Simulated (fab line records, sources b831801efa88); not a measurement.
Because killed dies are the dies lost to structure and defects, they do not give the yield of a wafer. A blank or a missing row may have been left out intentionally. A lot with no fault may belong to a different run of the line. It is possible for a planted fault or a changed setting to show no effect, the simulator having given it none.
Problem report in the 8D (eight disciplines) form, filled by code + flow gf180mcu + the parts of the form that need people (team, actions taken, sign-off) are left out

== 1. PROBLEM STATEMENT ==
Mean V1_CVD_02_THK at GF_V1_THK_MEAS_03: 785 nm over 3 wafers in 3 lots; fault-free wafers: 851 nm, standard deviation 11. That is -6.0 standard deviations from the usual mean.
Earliest sighting: wafer L559.5 on film metro-03 at day 21 09:37. Wafers with a number at this step in the record: 34, from 12 lots. By rule, "out" or "out of limits" means more than 4 standard deviations away from the usual mean. The other wafers with a number count as sound.

== 2. WHAT THIS IS AND IS NOT ==
| question                    | is                           | is not                                                                                             |
|-----------------------------|------------------------------|----------------------------------------------------------------------------------------------------|
| which readings at this step | V1_CVD_02_THK                | -                                                                                                  |
| which lots                  | L559, L561, L563             | L550, L552, L555, L556, L558, L560, L567, L568, L571                                               |
| which wafers of those lots  | L559.5, L561.5, L563.5       | L559.1, L559.6, L561.6, L563.6                                                                     |
| read on which gauges        | film metro-03, film metro-04 | film metro-02                                                                                      |
| when                        | from day 21 09:37            | up to then (17 sound wafers); but 14 sound wafers of L560, L561, L563, L567, L568, L571 came after |

== 3. SUSPECTS, AND WHAT RULES EACH OUT ==
Counting: if a tool at a process step up to the reading ran every lot that is out, it stays a suspect. Sound lots after the first of them don't rule it out here, since some wafers of a struck lot are sound.
- ruled out: the gauge at GF_V1_THK_MEAS_03. Those wafers that are out were read across 2 gauges (film metro-03, film metro-04).
- pecvd-04 at GF_V1_CVD_02 (deposits SiO2 from TEOS, target thk 850 nm, time 94.851 s): kept. Every lot that is out went through it, the first being L559 (day 21 09:32); the last sound lot it ran before that was L556 (day 20 03:08). Its own run length s readings are out on those wafers.
The count leaves pecvd-04 at GF_V1_CVD_02.

== 4. THE CAUSE (what the simulator had put in) ==
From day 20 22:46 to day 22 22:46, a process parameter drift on pecvd-04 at GF_V1_CVD_02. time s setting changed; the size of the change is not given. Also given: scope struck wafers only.
Counting left only this tool.

== 5. SEQUENCE OF EFFECTS, ordered by route ==
Each row: a reading whose mean over the struck wafers that have a number lies more than 3 standard deviations from the usual. Readings are gone through only where the record gives a usual standard deviation; hours: the median, over the lots, of the time from a lot's start at the first step in this table giving one to that lot's start at this step; sigmas: the change measured in usual standard deviations.
| hours | step              | reading            | usual   | on struck wafers | change | sigmas |
|-------|-------------------|--------------------|---------|------------------|--------|--------|
| 0     | GF_V1_CVD_02      | run length s       | 122.5 s | 115.1            | -7.4   | -9.5   |
| 0     | GF_V1_THK_MEAS_03 | V1_CVD_02_THK      | 851 nm  | 785              | -66    | -6.0   |
| 0     | GF_V1_CMP_04      | time to endpoint s | 81 s    | 57               | -24    | -4.3   |
Here are the process steps it includes:
- GF_V1_CVD_02: deposits SiO2 from TEOS, target thk 850 nm, time 94.851 s.
- GF_V1_CMP_04: polishes SiO2.

== 6. HOW IT WOULD HAVE BEEN CAUGHT EARLIER ==
Counted from the fault's start at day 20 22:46, it took 11 hours until the first out-of-limits reading at a measuring or inspecting step in this record, taken at day 21 09:37.
At GF_V1_CVD_02, the tool's own readings (run length s) were out on each struck wafer the step has a row for, so an alarm limit on them would have fired on the first such wafer.
Among the 3 lots that are out, L561, L563 began GF_V1_CVD_02 on pecvd-04 after day 21 09:37. A hold on the tool at that time would have spared those 2.
